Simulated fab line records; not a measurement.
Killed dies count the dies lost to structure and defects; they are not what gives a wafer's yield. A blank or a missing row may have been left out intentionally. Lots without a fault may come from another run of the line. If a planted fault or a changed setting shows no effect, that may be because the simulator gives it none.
Struck lot and sound lot, side by side || flow sky130 || 43 steps out of a route of 708
Sound: these wafers, L685.1, L685.2, L685.6. Struck: wafers L697.1, L697.3, L697.4. Last of all comes the cause.
Per side, at each step with rows, come the tool, then ch with its chambers, and then its first start. Under that, the readings that differ: sound wafers || struck wafers || difference of the means || sigmas: that difference in standard deviations of wafers without a fault.
alike: readings whose means differ by less than 2 such deviations, and words and numbers that are the same on both sides. not compared: withheld readings, readings that some wafer has no value for, bounds like >300 that may hide the same value, and numbers for which the record gives no deviation and whose values overlap.
The two part at a step that has a row with sigmas, a row that says differs or no value, or rows on one side only. Numbers that have no deviation but don't overlap get no sigmas and don't part them. Lack of a reading on every wafer of one side parts them only where that side has two or more wafers.

SKY_POLY_GATE_THK_MEAS_01:
  sound on filmMetro-01, day 15 01:13; struck on filmMetro-01, day 19 00:10
  alike: POLY_GATE_CVD_00_THK
then, 8 steps without rows for these wafers: SKY_RES_PROTECT_DEHYDRATE_00 (time 60 s); SKY_RES_PROTECT_HMDS_01 (prime time 60 s); SKY_RES_PROTECT_COAT_02 (resist thk 1140 nm); SKY_RES_PROTECT_SOFTBAKE_03 (time 60 s); SKY_RES_PROTECT_EXPOSE_04 (exposes mask RPM, target cd 1270 nm); SKY_RES_PROTECT_PEB_05; SKY_RES_PROTECT_DEVELOP_06 (develop time 60 s); SKY_POLY_GATE_IMPLANT_02.
SKY_RES_PROTECT_STRIP_07: strips in O2/N2.
  sound on plasmaAsher-01 ch 0,1, day 16 03:44; struck on plasmaAsher-03 ch 0,1, day 20 07:05
  alike: drypumpMotorCurrentA, oesProductAu, stripTimeToEndpointS
  not compared: rfHoursCounterH
SKY_RES_PROTECT_TW_MEAS_08:
  sound on filmMetro-04, day 16 03:50; struck on filmMetro-04, day 20 07:13
  alike: POLY_GATE_TW
then, 1 step without rows for these wafers: SKY_RES_PROTECT_CLEAN_09 (cleans in SC1/SC2, time 150 s).
SKY_POLY_GATE_CVD_03: deposits Si3N4 from DCS/NH3, target thk 75 nm, time 1290 s.
  sound on lpcvd-02 ch 0, day 16 04:52; struck on lpcvd-02 ch 1, day 20 07:19
{"reading": "spikeTcCentreC (C)", "sound": "772.6 771.1 772.5", "struck": "768.1 769.6 769.2", "difference": -3.1, "sigmas": -2}
SKY_POLY_GATE_THK_MEAS_04:
  sound on filmMetro-04, day 16 06:14; struck on filmMetro-01, day 20 08:41
  alike: POLY_GATE_CVD_03_THK
then, 8 steps without rows for these wafers: SKY_POLY_GATE_DEHYDRATE_05 (time 60 s); SKY_POLY_GATE_HMDS_06 (prime time 60 s); SKY_POLY_GATE_COAT_07 (resist thk 110 nm); SKY_POLY_GATE_COAT_08 (resist thk 450 nm); SKY_POLY_GATE_SOFTBAKE_09 (time 90 s); SKY_POLY_GATE_EXPOSE_10 (exposes mask P1M, target cd 150 nm); SKY_POLY_GATE_PEB_11; SKY_POLY_GATE_DEVELOP_12 (develop time 60 s).
SKY_POLY_GATE_CD_MEAS_13 targets a cd of 150 nm.
  sound on cdSem-02, day 17 10:41; struck on cdSem-01, day 21 15:20
  alike: cdNm
SKY_POLY_GATE_OVL_MEAS_14:
  sound on overlay-01, day 17 10:49; struck on overlay-01, day 21 15:28
  alike: POLY_GATE_OVL
SKY_POLY_GATE_ETCH_15: etches BARC in N2/H2, stops on SiO2, time 118.5 s, target depth 110 nm.
  sound on rieDiel-04 ch 1,3, day 17 10:51; struck on rieDiel-01 ch 0,1,2, day 21 15:30
  alike: drypumpMotorCurrentA, oesProductAu, throttleValvePct
  not compared: rfHoursCounterH
SKY_POLY_GATE_ETCH_16: etches Si3N4 in CH3F/O2, stops on poly-Si, time 147.5 s, target depth 75 nm.
  sound on rieDiel-04 ch 1,3, day 17 10:56; struck on rieDiel-01 ch 0,1,2, day 21 15:35
  alike: drypumpMotorCurrentA, oesProductAu, throttleValvePct
  not compared: rfHoursCounterH
SKY_POLY_GATE_ETCH_17: etches poly-Si in HBr/Cl2, stops on SiO2, target depth 180 nm, time 70.5 s.
  sound on rieSi-02 ch 0,3, day 17 11:02; struck on rieSi-02 ch 0,1,3, day 21 15:41
  alike: drypumpMotorCurrentA, oesProductAu, throttleValvePct
  not compared: rfHoursCounterH
SKY_POLY_GATE_STRIP_18: strips in O2/N2.
  sound on plasmaAsher-04 ch 0,1, day 17 11:05; struck on plasmaAsher-02 ch 0,1, day 21 15:44
  alike: drypumpMotorCurrentA, oesProductAu, stripTimeToEndpointS
  not compared: rfHoursCounterH
then, 2 steps without rows for these wafers: SKY_POLY_GATE_CLEAN_19 (cleans in SC1/SC2, time 150 s); SKY_POLY_GATE_OXIDATION_20 (stabilise 600 s, purge 300 s, target thk 4 nm).
SKY_POLY_GATE_THK_MEAS_21:
  sound on filmMetro-04, day 17 15:00; struck on filmMetro-03, day 21 17:08
  alike: POLY_GATE_OXIDATION_THK
SKY_POLY_GATE_CD_MEAS_22:
  sound on cdSem-02, day 17 15:05; struck on cdSem-01, day 21 17:11
  alike: cdNm
then, 7 steps without rows for these wafers: SKY_LDD_N_DEHYDRATE_00 (time 60 s); SKY_LDD_N_HMDS_01 (prime time 60 s); SKY_LDD_N_COAT_02 (resist thk 300 nm); SKY_LDD_N_SOFTBAKE_03 (time 60 s); SKY_LDD_N_EXPOSE_04 (exposes mask NTM, target cd 840 nm); SKY_LDD_N_PEB_05; SKY_LDD_N_DEVELOP_06 (develop time 60 s).
SKY_LDD_N_OVL_MEAS_07:
  sound on overlay-02, day 18 21:10; struck on overlay-01, day 22 23:56
  alike: LDD_N_OVL
then, 2 steps without rows for these wafers: SKY_LDD_N_IMPLANT_08; SKY_LDD_N_IMPLANT_09.
-- record jumps: 26 days separate the struck wafers' starts on either side; left off in module LDD_N, taken up again in module PAD_OPEN, whose first shown step is the route's number 708 --
SKY_PAD_OPEN_PROBE_99:
  sound on prober-02, day 46 16:21; struck on prober-02, day 49 06:44
{"reading": "killedAtFrontEnd", "sound": "7 10 12", "struck": "60 58 54", "difference": "+48", "sigmas": "+10"}
{"reading": "killedDies", "sound": "82 86 91", "struck": "111 115 115", "difference": "+27", "sigmas": "+2"}
  alike: killed_at_M0_to_M3, killed_at_M4_up, killedAtContacts, killedAtOther, killedOpen, killedShort

WHERE THEY PART
Last at SKY_PAD_OPEN_PROBE_99 as far as this record goes, first at SKY_POLY_GATE_CVD_03.

WHY: whatever the simulator had introduced
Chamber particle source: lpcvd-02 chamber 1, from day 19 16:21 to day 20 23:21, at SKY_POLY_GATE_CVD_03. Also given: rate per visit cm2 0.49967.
